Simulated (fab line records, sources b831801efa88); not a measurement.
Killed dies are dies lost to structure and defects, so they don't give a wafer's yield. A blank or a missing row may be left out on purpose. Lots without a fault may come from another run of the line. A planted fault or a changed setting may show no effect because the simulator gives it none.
Chamber matching | flow gf180mcu | GF_V4_ETCH_16 on rie_diel-02: 4 sister chambers
The step etches BARC in N2/H2. 18 wafers are shown with their chamber, then 9 later ones without.

WAFERS WITH THEIR CHAMBER
wafer  | chamber | drypump_motor_current_A (A) | bias_w (W) | throttle_valve_pct (%)
L852.1 | 2       | 5.2                         | 99.69      | 13.218
L852.5 | 2       | 5.2                         | 99.56      | 13.238
L852.6 | 1       | 5.7                         | 100.36     | 13.230
L855.2 | 3       | 4.8                         | 99.95      | 13.228
L855.3 | 2       | 5.3                         | 99.84      | 13.212
L855.5 | 3       | 4.8                         | 99.74      | 13.237
L857.1 | 2       | 5.2                         | 99.67      | 13.216
L857.2 | 3       | 4.8                         | 100.07     | 13.219
L857.6 | 1       | 5.7                         | 99.73      | 13.227
L858.1 | 0       | 5.8                         | 100.32     | 13.204
L858.2 | 1       | 5.7                         | 100.16     | 13.219
L858.6 | 3       | 4.8                         | 100.03     | 13.221
L861.3 | 3       | 4.8                         | 99.69      | 13.216
L861.4 | 1       | 5.7                         | 100.06     | 13.217
L861.6 | 0       | 5.8                         | 99.84      | 13.219
L862.1 | 1       | 5.7                         | 100.13     | 13.233
L862.4 | 3       | 4.8                         | 100.18     | 13.228
L862.5 | 3       | 4.8                         | 100.01     | 13.211

SIGNATURES (means of the wafers above)
reading                 | chamber 0 | chamber 1 | chamber 2 | chamber 3 | scatter within a chamber
drypump_motor_current_A | 5.800     | 5.700     | 5.225     | 4.800     | 0.0231
bias_w                  | 100.0800  | 100.0880  | 99.6900   | 99.9529   | 0.199
throttle_valve_pct      | 13.21150  | 13.22520  | 13.22100  | 13.22286  | 0.00913
Rule: a wafer's distance from a chamber is the root of the sum, over the readings, of the square of ((its reading less the chamber's mean) divided by the reading's scatter). The wafer belongs to the nearest chamber; if the next one is less than 2 further off, it can't be placed. The scatter: the root of (the sum of the squares of (reading less its chamber's mean) over the shown wafers, divided by (wafers less chambers)).

WAFERS WITHOUT THEIR CHAMBER
wafer  | drypump_motor_current_A (A) | bias_w (W) | throttle_valve_pct (%)
L866.1 | 5.8                         | 99.61      | 13.219
L866.4 | 5.8                         | 99.48      | 13.242
L866.5 | 5.8                         | 99.61      | 13.242
L865.3 | 5.7                         | 100.51     | 13.221
L865.4 | 4.8                         | 99.79      | 13.233
L865.5 | 5.2                         | 99.90      | 13.233
L869.2 | 5.2                         | 100.35     | 13.220
L869.5 | 4.8                         | 99.96      | 13.226
L869.6 | 5.2                         | 100.35     | 13.211

WHICH CHAMBER EACH WENT THROUGH
wafer  | from the rows above     | in truth
L866.1 | 0                       | 0
L866.4 | can't be placed: 0 or 1 | 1
L866.5 | can't be placed: 0 or 1 | 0
L865.3 | 1                       | 1
L865.4 | 3                       | 3
L865.5 | 2                       | 2
L869.2 | 2                       | 2
L869.5 | 3                       | 3
L869.6 | 2                       | 2
Placed correctly: 7 of 9. Can't be placed from these rows: 2 (the true chamber is among the candidates in 2). Placed wrongly: 0.
